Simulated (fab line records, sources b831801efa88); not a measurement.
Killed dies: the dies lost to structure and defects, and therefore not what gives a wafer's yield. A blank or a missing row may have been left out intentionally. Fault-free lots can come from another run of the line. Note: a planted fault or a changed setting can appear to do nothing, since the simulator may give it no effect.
fab line records    flow gf180mcu
[record] lots = 24  wafers = 72  last_day = 34
route steps=602 shown M1@330 V1@350 M2@378 V2@404 MIM@511
lots with no fault: from the same line, run without faults
start_h: start of the lot's first displayed wafer, in hours after the record's first day    wait_h: how many hours have passed since the lot's step before this one    " identical to the entry in the row above    L1.1+2: several wafers, shown together as one row    - no value present, or no start provided    * or withheld: withheld    < > ~ a bound
route shown NAME@n: a module of which the file shows steps, and the number in the route of the first    usual: average and standard deviation across the fault-free wafers    same: alike in all rows    chamber/n: place in a boat    sites: each site's reading    _std_site: standard deviation of those values    _edge_site: outer sites' mean less inner sites'    radius_mm: how far each site lies from the wafer's centre    mask NAME#n: copy n    behind: tool/chamber where the wafer was last shaped    hold: cause of the lot's hold/its duration in hours/its outcome    device: names the non-switching transistor (n, p or np)    end of line: at the end of the route, the tests of the same wafers    a step given without rows: its recipe and nothing more    killed: count of dies lost to structure and defects at first sort (not the wafer's yield)    map: shows each die of a wafer: x if killed, . if not, _ if none is there
set.NAME: the setting as run; set.NAME@STEP: as run at that earlier step    model.NAME: the simulator's own value behind a step, which no gauge read
one table for each step of the route and one row for each wafer, over a sample of lots
services: a tool's chamber out of use, with start hour (start_h, from the record's first day; less than 0 if before it), hours out, and reason
[[steps]]
[step GF_M1_OVL_MEAS_15]
[usual] M1_OVL = 0/6
lot.wafer  tool        chamber  start_h  wait_h  M1_OVL[nm]
L074.2     overlay-01  -        382.32   0.1     -4
L074.4     "           -        "        "       -8
L074.6     "           -        "        "       -8
L075.1     overlay-02  -        393.61   0.1     -3
L075.2     "           -        "        "       1
L075.3     "           -        "        "       -1
L076.1     overlay-02  -        400.45   0.1     3
L076.3     "           -        "        "       8
L076.6     "           -        "        "       -3
L077.1     overlay-02  -        407.40   0.1     2
L077.3     "           -        "        "       0
L077.4     "           -        "        "       5
L078.1     overlay-02  -        422.96   0.1     2
L078.5     "           -        "        "       7
L078.6     "           -        "        "       8
L079.4     overlay-02  -        436.31   0.1     -6
L079.5     "           -        "        "       -21
L079.6     "           -        "        "       -13
L080.2     overlay-02  -        442.79   0.1     6
L080.4     "           -        "        "       -1
L080.5     "           -        "        "       4
L081.1     overlay-02  -        452.98   0.1     -6
L081.4     "           -        "        "       -11
L081.6     "           -        "        "       -5
L082.2     overlay-01  -        474.02   0.1     -6
L082.3     "           -        "        "       -9
L082.6     "           -        "        "       -1
L083.1     overlay-01  -        480.61   0.1     4
L083.3     "           -        "        "       0
L083.4     "           -        "        "       -3
L084.1     overlay-01  -        481.26   0.1     7
L084.4     "           -        "        "       6
L084.6     "           -        "        "       4
L086.4     overlay-02  -        497.51   0.1     1
L086.5     "           -        "        "       4
L086.6     "           -        "        "       6
L085.4     overlay-01  -        498.88   0.1     -1
L085.5     "           -        "        "       0
L085.6     "           -        "        "       -3
L087.2     overlay-01  -        513.55   0.1     3
L087.5     "           -        "        "       1
L087.6     "           -        "        "       0
L088.3     overlay-02  -        522.06   0.1     -7
L088.5     "           -        "        "       -6
L088.6     "           -        "        "       -2
L089.1     overlay-02  -        522.69   0.1     8
L089.2     "           -        "        "       4
L089.3     "           -        "        "       6
L090.3     overlay-02  -        532.57   0.1     3
L090.4     "           -        "        "       1
L090.6     "           -        "        "       1
L091.3     overlay-02  -        541.77   0.1     -5
L091.4     "           -        "        "       -10
L091.5     "           -        "        "       2
L092.2     overlay-01  -        550.61   0.1     3
L092.4     "           -        "        "       16
L092.5     "           -        "        "       11
L094.2     overlay-01  -        559.31   0.1     5
L094.3     "           -        "        "       5
L094.4     "           -        "        "       5
L093.3     overlay-01  -        561.46   0.1     -3
L093.4     "           -        "        "       0
L093.6     "           -        "        "       -3
L095.1     overlay-01  -        567.86   0.1     -12
L095.5     "           -        "        "       -5
L095.6     "           -        "        "       0
L096.2     overlay-01  -        571.51   0.1     -9
L096.3     "           -        "        "       -3
L096.5     "           -        "        "       3
L097.3     overlay-01  -        579.31   0.1     1
L097.5     "           -        "        "       4
L097.6     "           -        "        "       4
[step GF_V1_OVL_MEAS_15]
[usual] V1_OVL = 1/5.7
lot.wafer  tool        chamber  start_h  wait_h  V1_OVL[nm]
L074.2     overlay-01  -        406.21   0.1     3
L074.4     "           -        "        "       1
L074.6     "           -        "        "       1
L075.1     overlay-02  -        418.16   0.1     -6
L075.2     "           -        "        "       0
L075.3     "           -        "        "       -1
L076.1     overlay-02  -        425.06   0.1     -12
L076.3     "           -        "        "       -2
L076.6     "           -        "        "       -11
L077.1     overlay-02  -        432.71   0.1     1
L077.3     "           -        "        "       -12
L077.4     "           -        "        "       -7
L078.1     overlay-02  -        448.86   0.1     -3
L078.5     "           -        "        "       0
L078.6     "           -        "        "       13
L079.4     overlay-02  -        461.78   0.1     -1
L079.5     "           -        "        "       -5
L079.6     "           -        "        "       1
L080.2     overlay-01  -        467.92   0.1     0
L080.4     "           -        "        "       8
L080.5     "           -        "        "       6
L081.1     overlay-01  -        478.36   0.1     0
L081.4     "           -        "        "       0
L081.6     "           -        "        "       -2
L082.2     overlay-01  -        499.31   0.1     9
L082.3     "           -        "        "       3
L082.6     "           -        "        "       1
L083.1     overlay-01  -        505.61   0.1     1
L083.3     "           -        "        "       5
L083.4     "           -        "        "       2
L084.1     overlay-01  -        506.56   0.1     4
L084.4     "           -        "        "       0
L084.6     "           -        "        "       -4
L086.4     overlay-01  -        522.13   0.1     -1
L086.5     "           -        "        "       6
L086.6     "           -        "        "       1
L085.4     overlay-01  -        523.48   0.1     7
L085.5     "           -        "        "       -1
L085.6     "           -        "        "       0
L087.2     overlay-01  -        538.26   0.1     1
L087.5     "           -        "        "       0
L087.6     "           -        "        "       -6
L088.3     overlay-01  -        545.97   0.1     6
L088.5     "           -        "        "       5
L088.6     "           -        "        "       11
L089.1     overlay-01  -        546.61   0.1     -2
L089.2     "           -        "        "       -6
L089.3     "           -        "        "       -1
L090.3     overlay-01  -        557.12   0.1     6
L090.4     "           -        "        "       8
L090.6     "           -        "        "       11
L091.3     overlay-02  -        566.17   0.1     -7
L091.4     "           -        "        "       -1
L091.5     "           -        "        "       -3
L092.2     overlay-01  -        573.81   0.1     -5
L092.4     "           -        "        "       2
L092.5     "           -        "        "       5
L094.2     overlay-02  -        583.21   0.1     5
L094.3     "           -        "        "       2
L094.4     "           -        "        "       1
L093.3     overlay-02  -        584.42   0.1     -3
L093.4     "           -        "        "       0
L093.6     "           -        "        "       -6
L095.1     overlay-01  -        591.56   0.1     1
L095.5     "           -        "        "       0
L095.6     "           -        "        "       4
L096.2     overlay-01  -        593.86   0.1     5
L096.3     "           -        "        "       8
L096.5     "           -        "        "       18
L097.3     overlay-01  -        601.82   0.1     0
L097.5     "           -        "        "       -1
L097.6     "           -        "        "       0
[step GF_V1_CMP_26]
[recipe] stop_on = SiO2  down_force_psi = 3.5  platen_rpm = 60  t_overpolish_s = 15  target_thk_nm = 0  pad_velocity_m_s = 0.94248
[usual] head_pressure_psi = 3.501/0.0077  motor_current_A = 11.3/1.1  overpolish_run_s = 15.000/0.01  slurry_flow_ml_min = 150.0/0.42  time_to_endpoint_s = 86/5.2
lot.wafer  tool    chamber  start_h  wait_h  head_pressure_psi  motor_current_A  overpolish_run_s  slurry_flow_ml_min  time_to_endpoint_s
L074.4     cmp-01  2        407.35   0.1     3.503              11.4             15.013            150.3               95
L074.2     "       3        "        "       3.502              12.8             15.010            149.2               89
L074.6     "       2        "        "       3.492              11.6             14.996            150.0               95
L075.3     cmp-02  2        419.25   0.0     3.501              10.5             15.005            149.9               87
L075.2     "       0        "        "       3.493              10.6             14.997            149.7               83
L075.1     "       1        "        "       3.495              13.3             14.993            150.2               79
L076.1     cmp-01  1        426.25   0.1     3.496              11.2             15.006            149.7               92
L076.3     "       2        "        "       3.495              11.8             14.992            149.9               93
L076.6     "       0        "        "       3.495              10.7             14.993            149.7               99
L077.3     cmp-01  0        433.83   0.0     3.500              10.7             14.982            150.1               94
L077.1     "       1        "        "       3.507              10.2             15.013            149.2               91
L077.4     "       3        "        "       3.497              12.5             15.008            150.5               93
L078.1     cmp-01  1        450.01   0.1     3.494              11.3             14.994            149.7               89
L078.5     "       0        "        "       3.504              11.4             15.008            150.6               94
L078.6     "       1        "        "       3.498              11.5             15.019            150.4               87
L079.4     cmp-01  2        462.95   0.1     3.496              11.3             15.011            150.2               93
L079.6     "       0        "        "       3.492              11.4             15.005            150.2               93
L079.5     "       1        "        "       3.509              10.7             14.999            150.5               89
L080.4     cmp-02  3        469.10   0.1     3.497              10.7             15.015            149.3               79
L080.2     "       0        "        "       3.520              9.8              14.988            150.3               82
L080.5     "       2        "        "       3.497              10.0             15.001            149.9               85
L081.1     cmp-01  0        479.48   0.1     3.503              10.7             15.014            150.2               92
L081.4     "       2        "        "       3.508              11.3             15.006            149.7               90
L081.6     "       0        "        "       3.499              10.7             15.007            150.6               89
L082.2     cmp-02  0        500.40   0.0     3.511              10.3             15.010            149.9               85
L082.3     "       3        "        "       3.508              10.9             15.008            149.9               86
L082.6     "       0        "        "       3.495              10.4             14.999            149.9               85
L083.1     cmp-02  0        506.70   0.1     3.508              10.2             15.000            149.0               81
L083.4     "       1        "        "       3.499              13.1             14.991            150.1               83
L083.3     "       3        "        "       3.500              11.0             15.000            149.4               83
L084.4     cmp-02  3        507.65   0.0     3.504              10.7             15.006            149.7               83
L084.1     "       0        "        "       3.497              10.3             14.996            150.0               84
L084.6     "       0        "        "       3.487              9.7              14.999            150.7               81
L086.4     cmp-01  3        523.28   0.1     3.507              12.3             14.997            149.5               86
L086.5     "       2        "        "       3.498              11.4             15.002            149.8               86
L086.6     "       3        "        "       3.501              12.0             14.989            149.7               84
L085.4     cmp-02  2        524.72   0.2     3.503              9.8              14.978            150.4               90
L085.6     "       3        "        "       3.501              10.9             15.016            150.1               84
L085.5     "       0        "        "       3.496              10.2             15.000            149.7               83
L087.2     cmp-01  1        539.40   0.1     3.494              11.2             15.013            149.6               85
L087.5     "       0        "        "       3.516              11.1             14.982            150.7               95
L087.6     "       1        "        "       3.510              11.0             14.985            150.1               90
L088.3     cmp-01  3        547.15   0.1     3.519              12.5             14.995            149.9               86
L088.6     "       1        "        "       3.494              11.2             15.013            149.9               85
L088.5     "       2        "        "       3.508              11.2             14.994            150.1               91
L089.1     cmp-01  0        547.83   0.2     3.501              10.4             14.985            150.6               92
L089.3     "       1        "        "       3.511              11.1             14.995            150.0               85
L089.2     "       2        "        "       3.498              11.3             15.002            150.1               90
L090.3     cmp-02  0        558.69   0.2     3.485              10.1             15.002            150.8               81
L090.4     "       1        "        "       3.509              13.6             15.003            150.1               82
L090.6     "       0        "        "       3.491              10.3             14.996            150.6               81
L091.3     cmp-02  0        568.50   0.1     3.510              10.3             14.982            149.6               80
L091.4     "       1        "        "       3.508              13.8             15.013            150.8               81
L091.5     "       3        "        "       3.510              12.1             15.001            150.0               75
L092.4     cmp-02  0        574.90   0.0     3.498              10.2             15.030            150.1               80
L092.2     "       2        "        "       3.515              9.9              14.995            150.3               87
L092.5     "       0        "        "       3.506              9.7              15.002            150.4               82
L094.4     cmp-02  2        584.30   0.0     3.493              10.7             15.015            149.0               85
L094.2     "       3        "        "       3.512              11.2             15.018            150.8               76
L094.3     "       0        "        "       3.506              9.8              15.001            150.5               77
L093.4     cmp-02  1        585.50   0.0     3.499              12.9             14.996            149.6               79
L093.3     "       0        "        "       3.517              9.8              15.004            150.2               82
L093.6     "       1        "        "       3.505              13.1             15.000            149.1               83
L095.1     cmp-02  1        592.87   0.1     3.496              13.1             15.003            149.7               82
L095.5     "       3        "        "       3.496              11.1             14.996            149.6               79
L095.6     "       0        "        "       3.488              9.8              15.006            150.3               78
L096.3     cmp-02  1        595.35   0.1     3.500              13.1             14.985            150.3               83
L096.2     "       2        "        "       3.494              10.7             15.005            150.4               85
L096.5     "       1        "        "       3.493              13.1             14.990            150.5               82
L097.3     cmp-01  0        603.34   0.1     3.506              11.4             14.993            150.0               92
L097.6     "       2        "        "       3.494              11.7             15.001            149.5               90
L097.5     "       3        "        "       3.515              12.5             14.977            150.5               91
[step GF_M2_METAL_ETCH_16]
[recipe] chemistry = Cl2/BCl3  mask_material = KrF  target_depth_nm = 627.5  stop_on = SiO2  pressure_mtorr = 8  icp_w = 800  bias_w = 140  Cl2_flow_sccm = 80  bcl3_flow_sccm = 40  time_s = 104.6
[usual] drypump_motor_current_A = 5.84/0.18  oes_product_au = 0.971/0.0071  throttle_valve_pct = 28.251/0.011
lot.wafer  tool          chamber  start_h  wait_h  drypump_motor_current_A  oes_product_au  rf_hours_counter_h  throttle_valve_pct
L074.2     rie_metal-02  0        436.54   0.0     5.82                     0.977           7.7                 28.235
L074.4     "             0        "        "       5.82                     0.980           -                   28.243
L074.6     "             1        "        "       5.76                     0.977           -                   28.254
L075.1     rie_metal-02  0        443.79   0.0     5.81                     0.972           8.0                 28.249
L075.2     "             1        "        "       5.80                     0.971           6.1                 28.254
L075.3     "             1        "        "       5.82                     0.980           -                   28.251
L076.1     rie_metal-02  0        452.30   0.0     5.83                     0.976           8.1                 28.254
L076.3     "             0        "        "       5.84                     0.966           -                   28.256
L076.6     "             1        "        "       5.79                     0.969           -                   28.242
L077.1     rie_metal-03  1        458.64   0.0     5.82                     0.976           2.2                 28.249
L077.3     "             0        "        "       6.20                     0.979           -                   28.237
L077.4     "             1        "        "       5.83                     0.972           -                   28.243
L078.1     rie_metal-02  1        474.44   0.0     5.79                     0.985           6.7                 28.256
L078.5     "             0        "        "       5.80                     0.981           -                   28.240
L078.6     "             1        "        "       5.78                     0.978           -                   28.248
L079.4     rie_metal-02  1        487.13   0.0     5.75                     0.970           -                   28.245
L079.5     "             1        "        "       5.78                     0.973           -                   28.235
L079.6     "             0        "        "       5.78                     0.972           -                   28.254
L080.2     rie_metal-02  0        493.13   0.0     5.81                     0.966           9.5                 28.258
L080.4     "             1        "        "       5.79                     0.967           -                   28.246
L080.5     "             1        "        "       5.78                     0.969           -                   28.264
L081.1     rie_metal-03  1        503.68   0.0     5.81                     0.960           3.3                 28.246
L081.4     "             0        "        "       6.19                     0.963           -                   28.256
L081.6     "             1        "        "       5.80                     0.969           -                   28.266
L082.2     rie_metal-02  1        524.64   0.0     5.80                     0.966           7.8                 28.266
L082.3     "             0        "        "       5.83                     0.968           -                   28.260
L082.6     "             1        "        "       5.81                     0.971           -                   28.236
L083.1     rie_metal-02  0        530.09   0.0     5.79                     0.970           10.2                28.258
L083.3     "             0        "        "       5.81                     0.967           -                   28.250
L083.4     "             1        "        "       5.79                     0.959           -                   28.261
L084.1     rie_metal-01  0        531.44   0.0     5.54                     0.950           1.9                 28.281
L084.4     "             0        "        "       5.54                     0.952           -                   28.268
L084.6     "             1        "        "       5.86                     0.960           -                   28.265
L086.4     rie_metal-02  0        546.52   0.0     5.80                     0.965           -                   28.258
L086.5     "             0        "        "       5.79                     0.967           -                   28.260
L086.6     "             1        "        "       5.78                     0.961           -                   28.259
L085.4     rie_metal-01  0        548.03   0.0     5.53                     0.970           -                   28.256
L085.5     "             1        "        "       5.87                     0.987           -                   28.236
L085.6     "             0        "        "       5.52                     0.981           -                   28.239
L087.2     rie_metal-02  0        561.83   0.0     5.84                     0.967           11.1                28.259
L087.5     "             1        "        "       5.78                     0.969           -                   28.259
L087.6     "             0        "        "       5.82                     0.976           -                   28.245
L088.3     rie_metal-01  1        569.43   0.1     5.88                     0.972           -                   28.259
L088.5     "             0        "        "       5.53                     0.975           -                   28.252
L088.6     "             1        "        "       5.89                     0.967           -                   28.262
L089.1     rie_metal-03  1        569.69   0.0     5.86                     0.985           4.7                 28.252
L089.2     "             0        "        "       6.18                     0.982           3.5                 28.239
L089.3     "             1        "        "       5.80                     0.980           -                   28.227
L090.3     rie_metal-02  1        580.47   0.1     5.77                     0.989           -                   28.248
L090.4     "             0        "        "       5.78                     0.972           -                   28.237
L090.6     "             1        "        "       5.74                     0.978           -                   28.247
L091.3     rie_metal-01  0        589.88   0.1     5.52                     0.969           -                   28.243
L091.4     "             1        "        "       5.88                     0.972           -                   28.242
L091.5     "             0        "        "       5.52                     0.965           -                   28.243
L092.2     rie_metal-03  0        596.38   0.0     6.19                     0.973           4.1                 28.248
L092.4     "             1        "        "       5.85                     0.953           -                   28.245
L092.5     "             1        "        "       5.85                     0.971           -                   28.279
L094.2     rie_metal-03  1        605.04   0.0     5.83                     0.968           5.6                 28.262
L094.3     "             1        "        "       5.81                     0.977           -                   28.253
L094.4     "             0        "        "       6.19                     0.971           -                   28.266
L093.3     rie_metal-01  0        606.03   0.1     5.51                     0.969           -                   28.264
L093.4     "             1        "        "       5.93                     0.972           -                   28.239
L093.6     "             0        "        "       5.53                     0.975           -                   28.234
L095.1     rie_metal-03  0        613.54   0.0     6.18                     0.972           4.7                 28.234
L095.5     "             1        "        "       5.80                     0.973           -                   28.250
L095.6     "             0        "        "       6.19                     0.973           -                   28.248
L096.2     rie_metal-03  1        616.46   0.0     5.83                     0.968           6.0                 28.245
L096.3     "             1        "        "       5.83                     0.966           -                   28.249
L096.5     "             0        "        "       6.16                     0.969           -                   28.237
L097.3     rie_metal-01  1        623.88   0.1     5.89                     0.974           -                   28.248
L097.5     "             0        "        "       5.52                     0.972           -                   28.251
L097.6     "             1        "        "       5.90                     0.964           -                   28.258
[step GF_V2_SPUTTER_22]
[recipe] material = TiN  target_thk_nm = 10  chamber_pressure_pa = 5  power_w = 4000  time_s = 40
[usual] throttle_valve_pct = 29.6/1
lot.wafer  tool            chamber  start_h  wait_h  throttle_valve_pct
L074.2     pvd_sputter-04  -        463.10   0.0     29.0
L074.4     "               -        "        "       30.0
L074.6     "               -        "        "       28.8
L075.1     pvd_sputter-04  -        469.37   0.0     30.2
L075.2     "               -        "        "       28.8
L075.3     "               -        "        "       28.8
L076.1     pvd_sputter-01  -        478.02   0.0     28.3
L076.3     "               -        "        "       28.7
L076.6     "               -        "        "       28.9
L077.1     pvd_sputter-04  -        484.52   0.0     28.7
L077.3     "               -        "        "       30.3
L077.4     "               -        "        "       30.3
L078.1     pvd_sputter-04  -        500.68   0.0     28.9
L078.5     "               -        "        "       30.6
L078.6     "               -        "        "       28.7
L079.4     pvd_sputter-04  -        512.64   0.0     28.8
L079.5     "               -        "        "       28.6
L079.6     "               -        "        "       28.8
L080.2     pvd_sputter-03  -        519.04   0.0     29.9
L080.4     "               -        "        "       30.3
L080.5     "               -        "        "       29.9
L081.1     pvd_sputter-03  -        528.87   0.0     29.6
L081.4     "               -        "        "       30.1
L081.6     "               -        "        "       31.5
L082.2     pvd_sputter-01  -        549.71   0.0     28.8
L082.3     "               -        "        "       29.2
L082.6     "               -        "        "       31.3
L083.1     pvd_sputter-04  -        555.11   0.0     30.2
L083.3     "               -        "        "       28.6
L083.4     "               -        "        "       28.7
L084.1     pvd_sputter-01  -        555.78   0.0     31.1
L084.4     "               -        "        "       28.8
L084.6     "               -        "        "       28.9
L086.4     pvd_sputter-03  -        570.23   0.0     28.0
L086.5     "               -        "        "       28.0
L086.6     "               -        "        "       31.5
L085.4     pvd_sputter-01  -        572.11   0.0     28.8
L085.5     "               -        "        "       28.8
L085.6     "               -        "        "       28.9
L087.2     pvd_sputter-04  -        585.81   0.0     28.8
L087.5     "               -        "        "       30.4
L087.6     "               -        "        "       30.4
L088.3     pvd_sputter-01  -        592.92   0.0     28.8
L088.5     "               -        "        "       31.2
L088.6     "               -        "        "       28.7
L089.1     pvd_sputter-01  -        594.48   0.0     28.9
L089.2     "               -        "        "       29.2
L089.3     "               -        "        "       28.7
L090.3     pvd_sputter-04  -        603.72   0.0     30.5
L090.4     "               -        "        "       30.3
L090.6     "               -        "        "       28.5
L091.3     pvd_sputter-01  -        612.41   0.0     29.1
L091.4     "               -        "        "       31.2
L091.5     "               -        "        "       29.1
L092.2     pvd_sputter-01  -        620.33   0.0     28.8
L092.4     "               -        "        "       31.5
L092.5     "               -        "        "       28.9
L094.2     pvd_sputter-03  -        627.40   0.0     29.7
L094.3     "               -        "        "       30.0
L094.4     "               -        "        "       27.6
L093.3     pvd_sputter-01  -        628.61   0.0     28.7
L093.4     "               -        "        "       31.2
L093.6     "               -        "        "       28.9
L095.1     pvd_sputter-03  -        636.68   0.0     27.9
L095.5     "               -        "        "       31.6
L095.6     "               -        "        "       30.3
L096.2     pvd_sputter-03  -        638.62   0.0     29.7
L096.3     "               -        "        "       30.2
L096.5     "               -        "        "       29.9
L097.3     pvd_sputter-01  -        645.85   0.0     28.7
L097.5     "               -        "        "       28.7
L097.6     "               -        "        "       29.1
[step GF_MIM_SPUTTER_08]
[recipe] material = AlCu  target_thk_nm = 200  power_w = 10600  time_s = 10.6  chamber_pressure_pa = 0.4
[usual] throttle_valve_pct = 29.8/0.96
lot.wafer  tool            chamber  start_h  wait_h  throttle_valve_pct
L074.2     pvd_sputter-02  -        562.75   0.0     31.4
L074.4     "               -        "        "       29.9
L074.6     "               -        "        "       30.6
L075.1     pvd_sputter-04  -        569.44   0.0     30.3
L075.2     "               -        "        "       28.8
L075.3     "               -        "        "       30.4
L076.1     pvd_sputter-02  -        576.69   0.0     29.6
L076.3     "               -        "        "       31.2
L076.6     "               -        "        "       29.2
L077.1     pvd_sputter-04  -        581.51   0.0     28.7
L077.3     "               -        "        "       30.3
L077.4     "               -        "        "       30.3
L078.1     pvd_sputter-04  -        597.70   0.0     30.3
L078.5     "               -        "        "       28.8
L078.6     "               -        "        "       30.6
L079.4     pvd_sputter-03  -        606.86   0.0     31.4
L079.5     "               -        "        "       29.5
L079.6     "               -        "        "       30.1
L080.2     pvd_sputter-04  -        614.82   0.0     28.7
L080.4     "               -        "        "       30.1
L080.5     "               -        "        "       30.6
L081.1     pvd_sputter-02  -        622.70   0.0     30.6
L081.4     "               -        "        "       29.5
L081.6     "               -        "        "       29.6
L082.2     pvd_sputter-04  -        641.32   0.0     30.4
L082.3     "               -        "        "       28.7
L082.6     "               -        "        "       29.0
L083.1     pvd_sputter-02  -        644.72   0.0     29.7
L083.3     "               -        "        "       29.2
L083.4     "               -        "        "       30.9
L084.1     pvd_sputter-03  -        645.44   0.0     29.5
L084.4     "               -        "        "       30.1
L084.6     "               -        "        "       31.3
L085.4     pvd_sputter-03  -        661.25   0.0     28.2
L085.5     "               -        "        "       29.8
L085.6     "               -        "        "       29.6
L086.4     pvd_sputter-02  -        662.95   0.0     31.3
L086.5     "               -        "        "       30.6
L086.6     "               -        "        "       31.2
L087.2     pvd_sputter-03  -        672.93   0.0     30.1
L087.5     "               -        "        "       28.0
L087.6     "               -        "        "       31.6
L088.3     pvd_sputter-04  -        678.79   0.0     28.6
L088.5     "               -        "        "       30.4
L088.6     "               -        "        "       30.4
L089.1     pvd_sputter-03  -        680.12   0.0     27.8
L089.2     "               -        "        "       30.4
L089.3     "               -        "        "       29.6
L090.3     pvd_sputter-04  -        690.59   0.0     30.4
L090.4     "               -        "        "       28.8
L090.6     "               -        "        "       29.2
L091.3     pvd_sputter-04  -        696.70   0.0     29.0
L091.4     "               -        "        "       30.4
L091.5     "               -        "        "       28.4
L092.2     pvd_sputter-02  -        704.31   0.0     29.4
L092.4     "               -        "        "       31.3
L092.5     "               -        "        "       29.7
L094.2     pvd_sputter-04  -        710.74   0.0     28.7
L094.3     "               -        "        "       30.1
L094.4     "               -        "        "       28.7
L093.3     pvd_sputter-04  -        712.11   0.0     30.3
L093.4     "               -        "        "       28.7
L093.6     "               -        "        "       30.2
L095.1     pvd_sputter-02  -        719.30   0.0     29.4
L095.5     "               -        "        "       30.0
L095.6     "               -        "        "       30.8
L096.2     pvd_sputter-03  -        721.80   0.0     28.0
L096.3     "               -        "        "       31.5
L096.5     "               -        "        "       28.1
L097.3     pvd_sputter-03  -        728.39   0.0     31.3
L097.5     "               -        "        "       29.9
L097.6     "               -        "        "       28.0
[[services]]
tool            chamber  start_h  hours  kind
pvd_sputter-04  -        397.43   1.2    repair
cmp-02          -        404.00   4.0    pm
pvd_sputter-04  -        406.65   1.1    repair
cmp-02          -        414.26   4.3    pm
rie_metal-02    -        434.39   0.2    repair
cmp-01          -        436.89   4.3    repair
pvd_sputter-03  -        467.03   0.5    repair
rie_metal-02    1        477.27   9.4    repair
pvd_sputter-04  -        538.31   1.2    repair
cmp-01          -        572.03   4.0    pm
cmp-02          -        575.54   4.4    repair
pvd_sputter-04  -        576.79   2.1    repair
pvd_sputter-03  -        580.09   2.6    repair
cmp-01          -        607.60   0.7    repair
pvd_sputter-04  -        620.05   12.9   repair
cmp-02          -        645.14   1.1    repair
cmp-01          -        656.28   4.9    pm
cmp-01          -        666.06   0.6    repair
cmp-01          -        668.23   1.3    repair
cmp-01          -        675.33   1.3    repair
cmp-01          -        684.73   0.2    repair
rie_metal-02    1        687.79   15.0   repair
cmp-02          -        695.67   3.2    repair
cmp-01          -        717.88   1.8    repair
[[key]]
fault none
